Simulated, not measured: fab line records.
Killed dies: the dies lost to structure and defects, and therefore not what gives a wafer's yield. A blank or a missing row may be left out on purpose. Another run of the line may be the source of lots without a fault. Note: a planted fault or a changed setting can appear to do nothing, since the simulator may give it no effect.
The tool behind it: which one? / flow sky130 / Sampling: 13 lots, 36 wafers, 2 of 708 route steps

## WHAT THE GAUGES READ, wafer by wafer
SKY_FIELD_ISO_BOW_MEAS_00. Usual: INCOMING_BOW typically reads 1 um, with standard deviation 6.1.
lot=L201; measured=day 1 10:00; on=film metro-04; INCOMING_BOW (um)=9 -3 -6; flag=
lot=L202; measured=day 1 15:00; on=film metro-02; INCOMING_BOW (um)=7 -2 -8; flag=
lot=L204; measured=day 2 01:00; on=film metro-01; INCOMING_BOW (um)=-1 1 -10; flag=
lot=L205; measured=day 2 06:01; on=film metro-02; INCOMING_BOW (um)=4 -1 -13; flag=
lot=L206; measured=day 2 11:02; on=film metro-04; INCOMING_BOW (um)=7 2 -4; flag=
lot=L208; measured=day 2 21:01; on=film metro-04; INCOMING_BOW (um)=4 -5 -8; flag=
lot=L209; measured=day 3 02:01; on=film metro-02; INCOMING_BOW (um)=-9 0 -3; flag=
lot=L211; measured=day 3 12:00; on=film metro-02; INCOMING_BOW (um)=4 9 7; flag=
lot=L213; measured=day 3 22:01; on=film metro-01; INCOMING_BOW (um)=2 3 5; flag=
lot=L219; measured=day 5 04:00; on=film metro-02; INCOMING_BOW (um)=9 -2; flag=
lot=L221; measured=day 5 14:00; on=film metro-01; INCOMING_BOW (um)=-3 -4; flag=
lot=L222; measured=day 5 19:00; on=film metro-02; INCOMING_BOW (um)=9 5; flag=
lot=L224; measured=day 6 05:00; on=film metro-01; INCOMING_BOW (um)=-12 3 -6; flag=

SKY_FIELD_ISO_THK_MEAS_23. Usual: FIELD_ISO_OXIDATION_01_THK typically reads 9.91 nm, with standard deviation 0.17.
lot=L201; measured=day 2 07:22; on=film metro-04; FIELD_ISO_OXIDATION_01_THK (nm)=10.12 9.97 9.99; flag=
lot=L202; measured=day 2 15:55; on=film metro-02; FIELD_ISO_OXIDATION_01_THK (nm)=9.63 9.74 9.52; flag=
lot=L204; measured=day 3 00:08; on=film metro-02; FIELD_ISO_OXIDATION_01_THK (nm)=9.58 9.76 9.67; flag=
lot=L205; measured=day 3 07:56; on=film metro-01; FIELD_ISO_OXIDATION_01_THK (nm)=9.95 10.03 9.96; flag=
lot=L206; measured=day 3 11:51; on=film metro-04; FIELD_ISO_OXIDATION_01_THK (nm)=10.05 10.06 10.02; flag=
lot=L208; measured=day 3 21:29; on=film metro-01; FIELD_ISO_OXIDATION_01_THK (nm)=9.95 9.90 10.08; flag=
lot=L209; measured=day 4 02:24; on=film metro-01; FIELD_ISO_OXIDATION_01_THK (nm)=9.90 9.80 9.72; flag=
lot=L211; measured=day 4 13:17; on=film metro-01; FIELD_ISO_OXIDATION_01_THK (nm)=10.06 10.15 9.97; flag=
lot=L213; measured=day 4 22:55; on=film metro-02; FIELD_ISO_OXIDATION_01_THK (nm)=9.94 10.09 10.16; flag=
lot=L219; measured=day 6 04:03; on=film metro-04; FIELD_ISO_OXIDATION_01_THK (nm)=9.67 9.98; flag=
lot=L221; measured=day 6 15:37; on=film metro-04; FIELD_ISO_OXIDATION_01_THK (nm)=9.55 9.55; flag=
lot=L222; measured=day 6 22:17; on=film metro-02; FIELD_ISO_OXIDATION_01_THK (nm)=9.74 9.90; flag=
lot=L224; measured=day 7 06:59; on=film metro-02; FIELD_ISO_OXIDATION_01_THK (nm)=9.73 9.80 9.80; flag=

## TOOL THAT RAN EACH LOT (tool first, then ch and the chambers of the sampled wafers, then the start)
The record shows no process step preceding these readings.

## AS READ BY THE TOOLS THEMSELVES (means over the sampled wafers that have a number; for cases with no such wafer, the mark the record gives instead)
The record holds no such reading with a usual standard deviation.

## THE ANSWER, worked out from the rows above alone
Rule: take the mean of a lot's wafers that have a number; if it is more than 3 standard deviations from the usual mean, the lot is off. Also off: a lot with no number at a reading for which 4 or more lots have one. All remaining lots with rows at the step are treated as sound. First the gauges in route order, then the tools' own readings, where a lot's mean is used as printed above. At the first step where some lot is off, the reading lying furthest off is the one used; lots without a number count as furthest.
None of the lots is off at any reading shown; this tells nothing.

## WHAT THE SIMULATOR HAD PUT IN
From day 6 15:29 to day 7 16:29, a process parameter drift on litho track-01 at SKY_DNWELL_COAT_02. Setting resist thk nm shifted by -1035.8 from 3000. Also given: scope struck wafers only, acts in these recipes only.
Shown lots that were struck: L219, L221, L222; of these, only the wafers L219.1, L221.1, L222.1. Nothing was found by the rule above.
